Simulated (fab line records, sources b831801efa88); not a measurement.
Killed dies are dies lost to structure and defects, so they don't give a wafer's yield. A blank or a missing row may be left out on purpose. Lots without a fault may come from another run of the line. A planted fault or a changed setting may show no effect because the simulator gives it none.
fab line records | flow sky130
record lots=6 wafers=18 last_day=50
route steps=708 shown VIA1@460
lots that met no fault: from a run of the same line without faults
start_h: hours from the record's first day to the start of the lot's first wafer shown | wait_h: hours since the lot's step before | " the same as in the row above | L1.1+2: a row that stands for several wafers | - no value, or no start given | * or withheld: withheld | < > ~ a bound
route shown NAME@n: a module of which the file shows steps, and the number in the route of the first | usual: mean/standard deviation of fault-free wafers | same: alike in all rows | chamber/n: place in a boat | sites: the reading at each site | _std_site: their standard deviation | _edge_site: outer sites' mean less inner sites' | radius_mm: how far each site lies from the wafer's centre | mask NAME#n: copy n | behind: the tool/chamber that last shaped the wafer | hold: why the lot was held/for how many hours/how that ended | device: the transistor (n, p or np) that didn't switch | end of line: the same wafers' tests at the end of the route | a step without rows: its recipe alone | killed: dies lost to structure and defects at the first sort, not the wafer's yield | map: a wafer's dies, x killed, . not, _ none there
set.NAME: the setting as run; set.NAME@STEP: as run at that earlier step | model.NAME: the simulator's own value behind a step, which no gauge read
lots at some steps of the route; a table a step, a row a wafer
services: from which hour (start_h, from the record's first day; less than 0 if before it) a tool's chamber was out of use, for how many hours, and why
## steps
# step SKY_VIA1_CMP_02
# recipe material=SiO2 down_force_psi=4 platen_rpm=60 pad_velocity_m_s=0.94248
# usual motor_current_A=11.3/0.78 retaining_ring_pressure_frac=1.000/0.0053
# columns lot.wafer tool chamber start_h wait_h motor_current_A retaining_ring_pressure_frac
L839.2 cmp-02 1 785.29 0.0 11.0 1.004
L839.1 " 3 " " 11.3 1.009
L839.5 " 1 " " 11.8 0.997
L844.2 cmp-02 2 820.98 0.0 10.5 0.997
L844.1 " 0 " " 11.8 1.000
L844.6 " 2 " " 10.4 0.995
L845.2 cmp-02 3 833.03 0.0 11.1 0.996
L845.3 " 0 " " 12.4 0.996
L845.6 " 3 " " 11.0 0.999
L847.2 cmp-01 0 839.83 0.0 11.7 1.003
L847.3 " 2 " " 10.3 0.999
L847.5 " 1 " " 11.4 0.997
L855.1 cmp-01 2 897.81 0.1 10.3 1.002
L855.2 " 0 " " 11.6 1.005
L855.5 " 3 " " 11.0 0.998
L861.4 cmp-01 3 937.62 0.1 11.2 1.004
L861.1 " 1 " " 11.8 0.993
L861.6 " 2 " " 10.1 1.000
# step SKY_VIA1_BOW_MEAS_03
# recipe mode=bow
# usual VIA1_BOW=81/7.7
# columns lot.wafer tool chamber start_h wait_h VIA1_BOW[um]
L839.1 film_metro-02 - 785.59 0.1 97
L839.2 " - " " 88
L839.5 " - " " 92
L844.1 film_metro-02 - 821.28 0.1 87
L844.2 " - " " 87
L844.6 " - " " 89
L845.2 film_metro-03 - 833.35 0.3 94
L845.3 " - " " 75
L845.6 " - " " 94
L847.2 film_metro-03 - 840.15 0.3 79
L847.3 " - " " 74
L847.5 " - " " 77
L855.1 film_metro-04 - 898.11 0.2 77
L855.2 " - " " 79
L855.5 " - " " 75
L861.1 film_metro-03 - 937.87 0.1 80
L861.4 " - " " 91
L861.6 " - " " 80
# step SKY_VIA1_DEHYDRATE_04
# recipe temp_c=200 time_s=60
# step SKY_VIA1_HMDS_05
# recipe prime_time_s=60 prime_temp_c=120
# step SKY_VIA1_COAT_06
# recipe resist=BARC temp_c=withheld time_s=withheld spin_rpm=3000 resist_thk_nm=60
# step SKY_VIA1_COAT_07
# recipe resist=KrF-thick spin_rpm=3000 resist_thk_nm=450
# step SKY_VIA1_SOFTBAKE_08
# recipe temp_c=100 time_s=90 resist=KrF-thick
# step SKY_VIA1_EXPOSE_09
# recipe mask_id=VIM na=0.8 source_shape=annular sigma_inner=0.55 sigma_outer=0.85 target_cd_nm=150 dose_mj=38
# step SKY_VIA1_PEB_10
# recipe peb_temp_c=withheld peb_time_s=withheld resist=KrF-thick
# step SKY_VIA1_DEVELOP_11
# recipe develop_time_s=60 resist=KrF-thick dev_temp_c=21
# step SKY_VIA1_CD_MEAS_12
# recipe target_cd_nm=150
# usual cd_nm=150.3/1.8
# columns lot.wafer tool chamber start_h wait_h cd_nm
L839.1 cd_sem-02 - 812.03 - 152.1
L839.2 " - " " 151.9
L839.5 " - " " 153.0
L844.1 cd_sem-01 - 848.00 - 151.0
L844.2 " - " " 150.4
L844.6 " - " " 149.4
L845.2 cd_sem-02 - 860.01 - 148.5
L845.3 " - " " 148.1
L845.6 " - " " 148.8
L847.2 cd_sem-01 - 866.21 - 150.3
L847.3 " - " " 148.9
L847.5 " - " " 148.6
L855.1 cd_sem-01 - 923.88 - 152.2
L855.2 " - " " 149.7
L855.5 " - " " 151.0
L861.1 cd_sem-01 - 962.64 - 151.3
L861.4 " - " " 152.6
L861.6 " - " " 152.2
# step SKY_VIA1_OVL_MEAS_13
# usual VIA1_OVL=-2/4.4
# columns lot.wafer tool chamber start_h wait_h VIA1_OVL[nm]
L839.1 overlay-01 - 812.15 0.1 2
L839.2 " - " " 0
L839.5 " - " " -6
L844.1 overlay-01 - 848.12 0.1 8
L844.2 " - " " -4
L844.6 " - " " -1
L845.2 overlay-01 - 860.12 0.1 6
L845.3 " - " " -3
L845.6 " - " " -3
L847.2 overlay-02 - 866.32 0.1 -11
L847.3 " - " " -3
L847.5 " - " " -4
L855.1 overlay-01 - 924.00 0.1 -6
L855.2 " - " " -4
L855.5 " - " " -3
L861.1 overlay-01 - 962.76 0.1 -2
L861.4 " - " " 0
L861.6 " - " " -2
# step SKY_VIA1_ETCH_14
# recipe chemistry=N2/H2 target=BARC ion_energy_ev=200 source_w=500 bias_w=100 pressure_mtorr=30 n2_flow_sccm=100 h2_flow_sccm=200 stop_on=SiO2 time_s=45.9 target_depth_a=600
# usual bias_w=100.01/0.28 chamber_pressure_mTorr=29.998/0.027 drypump_motor_current_A=5.6/0.51 h2_flow_sccm=200.0/0.57 oes_product_au=0.856/0.0042 rf_fwd_power_W=494.2/1.8 throttle_valve_pct=13.225/0.0097
# columns lot.wafer tool chamber start_h wait_h bias_w chamber_pressure_mTorr drypump_motor_current_A h2_flow_sccm oes_product_au rf_fwd_power_W rf_hours_counter_h throttle_valve_pct model.KrF-thick_of_VIA1_COAT_07.thk_nm
L839.1 rie_diel-04 0 812.19 0.0 99.82 29.932 5.7 199.8 0.859 494.6 19 13.229 394.3
L839.2 " 3 " " 99.93 29.986 5.3 199.0 0.856 495.6 4 13.232 395.6
L839.5 " 2 " " 100.79 30.015 5.0 200.4 0.853 498.6 - 13.235 393.4
L844.1 rie_diel-04 3 848.16 0.0 - - - - - - - - 434.3
L844.2 " 0 " " - - - - - - - - 434.5
L844.6 " 2 " " - - - - - - - - 434.6
L845.2 rie_diel-04 0 860.15 0.0 - - - - - - - - 435.3
L845.3 " 3 " " - - - - - - - - 436.9
L845.6 " 0 " " - - - - - - - - 435.6
L847.2 rie_diel-02 1 866.35 0.0 100.27 30.000 4.9 199.8 0.851 491.6 16 13.215 395.6
L847.3 " 2 " " 100.29 30.025 6.4 200.0 0.856 491.7 15 13.226 394.9
L847.5 " 3 " " 99.89 29.989 5.9 199.7 0.862 496.9 - 13.225 394.4
L855.1 rie_diel-04 3 924.04 0.0 99.97 29.969 5.3 200.0 0.859 493.2 8 13.216 395.8
L855.2 " 2 " " 99.88 29.941 5.0 200.4 0.855 496.8 19 13.223 394.7
L855.5 " 2 " " 100.05 29.972 5.0 199.9 0.859 494.2 - 13.246 395.1
L861.1 rie_diel-02 3 962.80 0.0 100.01 29.974 5.9 199.3 0.858 493.8 6 13.217 392.6
L861.4 " 3 " " 100.22 30.006 5.9 199.0 0.851 494.6 - 13.241 394.3
L861.6 " 0 " " 100.29 30.035 5.2 199.3 0.857 492.2 - 13.228 392.1
# step SKY_VIA1_ETCH_15
# recipe target=SiO2 chemistry=C4F8/O2/Ar target_depth_nm=351 stop_on=TiN mask_material=KrF-thick source_w=1500 bias_w=1200 pressure_mtorr=40 c4f8_flow_sccm=withheld O2_flow_sccm=6 Ar_flow_sccm=300 time_s=54
# usual bias_w=1200/4.2 chamber_pressure_mTorr=40.00/0.04 oes_product_au=0.978/0.0073 rf_fwd_power_W=1484/5.4
# columns lot.wafer tool chamber start_h wait_h bias_w chamber_pressure_mTorr oes_product_au rf_fwd_power_W rf_hours_counter_h model.KrF-thick_of_VIA1_COAT_07.thk_nm
L839.1 rie_diel-04 0 812.23 0.0 1200 39.95 0.985 1479 19 325
L839.2 " 3 " " 1202 39.91 0.963 1498 4 327.4
L839.5 " 2 " " 1191 40.01 0.993 1498 - 323.1
L844.1 rie_diel-04 3 848.20 0.0 1197 40.04 0.380 1488 5 365.7
L844.2 " 0 " " 1205 40.00 0.377 1487 20 364.9
L844.6 " 2 " " 1200 40.02 0.372 1484 - 365.4
L845.2 rie_diel-04 0 860.19 0.0 1198 40.04 0.367 1486 20 365
L845.3 " 3 " " 1208 40.04 0.376 1490 6 368.3
L845.6 " 0 " " 1201 40.09 0.384 1477 - 365.3
L847.2 rie_diel-02 1 866.39 0.0 1200 40.02 0.964 1476 16 329
L847.3 " 2 " " 1203 39.96 0.973 1491 15 326
L847.5 " 3 " " 1202 40.01 0.980 1480 - 325.2
L855.1 rie_diel-04 3 924.08 0.0 1204 40.06 0.967 1484 8 327.5
L855.2 " 2 " " 1199 40.00 0.976 1489 19 324.9
L855.5 " 2 " " 1200 40.03 0.985 1485 - 324.8
L861.1 rie_diel-02 3 962.84 0.0 1195 39.97 0.983 1492 6 324
L861.4 " 3 " " 1204 40.02 0.982 1493 - 325
L861.6 " 0 " " 1201 39.98 0.983 1483 - 321.4
# step SKY_VIA1_STRIP_16
# recipe chemistry=O2/N2 power_w=1400 pressure_mtorr=1500 platen_temp_c=withheld o2_flow_sccm=3000 n2_flow_sccm=300 overash_fraction=0.5
# usual drypump_motor_current_A=5.8/0.35 oes_product_au=0.416/0.005 strip_time_to_endpoint_s=4.474/0.027
# columns lot.wafer tool chamber start_h wait_h drypump_motor_current_A oes_product_au rf_hours_counter_h strip_time_to_endpoint_s
L839.1 plasma_asher-01 1 812.27 0.0 5.9 0.403 38 4.492
L839.2 " 0 " " 6.2 0.413 38 4.509
L839.5 " 0 " " 6.2 0.420 - 4.458
L844.1 plasma_asher-04 1 848.25 0.0 5.1 0.433 10 4.903
L844.2 " 0 " " 5.5 0.441 10 4.894
L844.6 " 1 " " 5.1 0.428 - 4.911
L845.2 plasma_asher-04 1 860.23 0.0 5.1 0.436 12 4.892
L845.3 " 1 " " 5.1 0.446 - 4.938
L845.6 " 0 " " 5.6 0.434 - 4.891
L847.2 plasma_asher-01 1 866.43 0.0 5.8 0.425 43 4.517
L847.3 " 1 " " 5.8 0.418 - 4.478
L847.5 " 0 " " 6.2 0.416 - 4.485
L855.1 plasma_asher-01 0 924.13 0.0 6.2 0.416 49 4.513
L855.2 " 1 " " 5.9 0.416 49 4.478
L855.5 " 0 " " 6.2 0.415 - 4.487
L861.1 plasma_asher-04 0 962.89 0.0 5.6 0.410 20 4.477
L861.4 " 0 " " 5.6 0.416 - 4.476
L861.6 " 1 " " 5.1 0.425 - 4.446
# step SKY_VIA1_STRIP_17
# recipe chemistry=post_etch_residue_remover time_s=1200 temp_c=72.5
## services
# columns tool chamber start_h hours kind
cmp-02 - 764.97 1.2 repair
rie_diel-02 1 786.88 5.9 repair
plasma_asher-04 - 799.18 5.8 repair
rie_diel-02 3 800.16 17.5 repair
cmp-01 - 801.83 9.2 pm
rie_diel-04 - 814.09 2.4 repair
rie_diel-04 2 824.43 4.9 repair
rie_diel-02 2 852.59 4.1 repair
cmp-01 - 854.20 1.3 repair
cmp-02 - 883.33 2.3 repair
plasma_asher-01 - 884.76 1.9 repair
cmp-02 - 885.61 5.8 pm
cmp-02 - 897.45 2.5 repair
plasma_asher-04 - 902.35 28.1 pm
cmp-02 - 903.28 4.3 repair
rie_diel-04 1 908.04 21.6 repair
cmp-01 - 912.00 4.0 pm
rie_diel-02 3 924.14 17.2 repair
cmp-01 - 924.26 0.3 repair
cmp-02 - 924.80 4.7 pm
plasma_asher-01 - 941.58 20.4 repair
rie_diel-04 1 952.84 4.3 repair
rie_diel-02 1 959.73 44.3 repair
rie_diel-02 - 960.61 0.4 repair
## key
first_sign step=SKY_VIA1_ETCH_14 reading=tool_record direction=missing
effect step=SKY_VIA1_ETCH_15 reading=oes_product_au direction=down sigmas=82 usual=0.978 struck=0.376
effect step=SKY_VIA1_STRIP_16 reading=strip_time_to_endpoint_s direction=up sigmas=16 usual=* struck=*
model_effect step=SKY_VIA1_ETCH_14 value=KrF-thick_of_VIA1_COAT_07.thk_nm without=392.3 struck=435.2
model_effect step=SKY_VIA1_ETCH_15 value=KrF-thick_of_VIA1_COAT_07.thk_nm without=322.9 struck=365.8
met_at SKY_VIA1_ETCH_14
struck_wafers L844.1,L844.2,L844.6,L845.2,L845.3,L845.6
later_rows_left_out L844.1,L844.2,L844.6,L845.2,L845.3,L845.6
sort_left_out L844.1,L844.2,L844.6,L845.2,L845.3,L845.6
onset_between 812.19 848.16
fault kind=skipped_step_whole tool=rie_diel-04 chamber=- onset_h=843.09 steps=SKY_VIA1_ETCH_14 scope=struck_lots_only
# sort_left_out: the simulated sort isn't trusted on such a fault, so these wafers' sort isn't shown, and their yield isn't known
# later_rows_left_out: the simulator's readings of these wafers behind a module that went badly wrong aren't trusted and aren't shown, but for the sort
